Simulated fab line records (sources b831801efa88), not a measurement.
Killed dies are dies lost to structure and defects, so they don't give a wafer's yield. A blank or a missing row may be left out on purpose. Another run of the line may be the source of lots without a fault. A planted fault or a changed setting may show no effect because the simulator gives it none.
A lot that was struck, set against a sound lot / flow gf180mcu / 17 out of 602 route steps
Sound: these wafers, L409.3, L409.5, L409.6. Wafers struck: L408.1, L408.2, L408.4. At the end, the cause is stated.
For every step that has rows: the tool of each side, followed by ch and its chambers, followed by its first start. Under that, the readings that differ: sound wafers / struck wafers / difference of the means / sigmas: that difference in standard deviations of wafers without a fault.
alike: readings whose means differ by less than 2 such deviations, and words and numbers that are the same on both sides. not compared: withheld readings, readings that some wafer has no value for, bounds like >300 that may hide the same value, and numbers for which the record gives no deviation and whose values overlap.
The two part at a step that has a row with sigmas, a row that says differs or no value, or rows on one side only. Non-overlapping numbers with no deviation appear without sigmas and do not part them. Lack of a reading on every wafer of one side parts them only where that side has two or more wafers.

first, 2 steps without rows for these wafers: GF_VT_IMPLANT_PEB_05; GF_VT_IMPLANT_DEVELOP_06 (develop time 60 s).
GF_VT_IMPLANT_OVL_MEAS_07:
  sound on overlay-01 at day 7 15:50; struck on overlay-02 at day 7 10:44
  alike: VT_IMPLANT_OVL
next, for these wafers, 1 step has no rows: GF_VT_IMPLANT_IMPLANT_08.
GF_VT_IMPLANT_STRIP_09: strips in O2/N2.
  sound on plasma-asher-02 ch 0,1, day 7 16:03; struck on plasma-asher-03 ch 0,1, day 7 10:55
reading=platen-temp-c (C); sound=250.21 250.13 250.23; struck=249.73 249.98 249.73; difference=-0.38; sigmas=-2
  alike: drypump-motor-current-A, heater-power-w, o2-flow-sccm, oes-product-au, strip-time-to-endpoint-s
  not compared: rf-hours-counter-h
GF_VT_IMPLANT_TW_MEAS_10:
  sound on film-metro-01 at day 7 16:08; struck on film-metro-03 at day 7 11:01
  alike: VT_IMPLANT_TW
then, 6 steps without rows for these wafers: GF_VT_IMPLANT_DEHYDRATE_11 (time 60 s); GF_VT_IMPLANT_HMDS_12 (prime time 60 s); GF_VT_IMPLANT_COAT_13 (resist thk 1000 nm); GF_VT_IMPLANT_SOFTBAKE_14 (time 60 s); GF_VT_IMPLANT_EXPOSE_15 (exposes mask Nwell LV AREA, target cd 860 nm); GF_VT_IMPLANT_PEB_16.
GF_VT_IMPLANT_DEVELOP_17: develop time 60 s.
  sound on litho-track-04 ch 0, day 8 07:59; struck on litho-track-01 ch 0, day 8 02:01
  alike: resist-line-temp-C
GF_VT_IMPLANT_OVL_MEAS_18:
  sound on overlay-02 at day 8 08:05; struck on overlay-02 at day 8 02:10
reading=VT_IMPLANT_01_OVL (nm); sound=0.5 -1.0 0.0; struck=- - -; difference=no value on the struck wafers; sigmas=
next, for these wafers, 1 step has no rows: GF_VT_IMPLANT_IMPLANT_19.
GF_VT_IMPLANT_STRIP_20: strips in O2/N2.
  sound on plasma-asher-01 ch 0,1, day 8 08:18; struck on plasma-asher-03 ch 0,1, day 8 02:21
  alike: drypump-motor-current-A, heater-power-w, o2-flow-sccm, oes-product-au, platen-temp-c, strip-time-to-endpoint-s
  not compared: rf-hours-counter-h
GF_VT_IMPLANT_TW_MEAS_21:
  sound on film-metro-03 at day 8 08:23; struck on film-metro-03 at day 8 02:41
reading=VT_IMPLANT_2_TW; sound=1207 1203 1208; struck=30 30 30; difference=-1176; sigmas=-84
  not compared: hold

WHERE THEY PART
At GF_VT_IMPLANT_STRIP_09 first; at GF_VT_IMPLANT_TW_MEAS_21 last (within this record only).

WHY: the cause the simulator had injected
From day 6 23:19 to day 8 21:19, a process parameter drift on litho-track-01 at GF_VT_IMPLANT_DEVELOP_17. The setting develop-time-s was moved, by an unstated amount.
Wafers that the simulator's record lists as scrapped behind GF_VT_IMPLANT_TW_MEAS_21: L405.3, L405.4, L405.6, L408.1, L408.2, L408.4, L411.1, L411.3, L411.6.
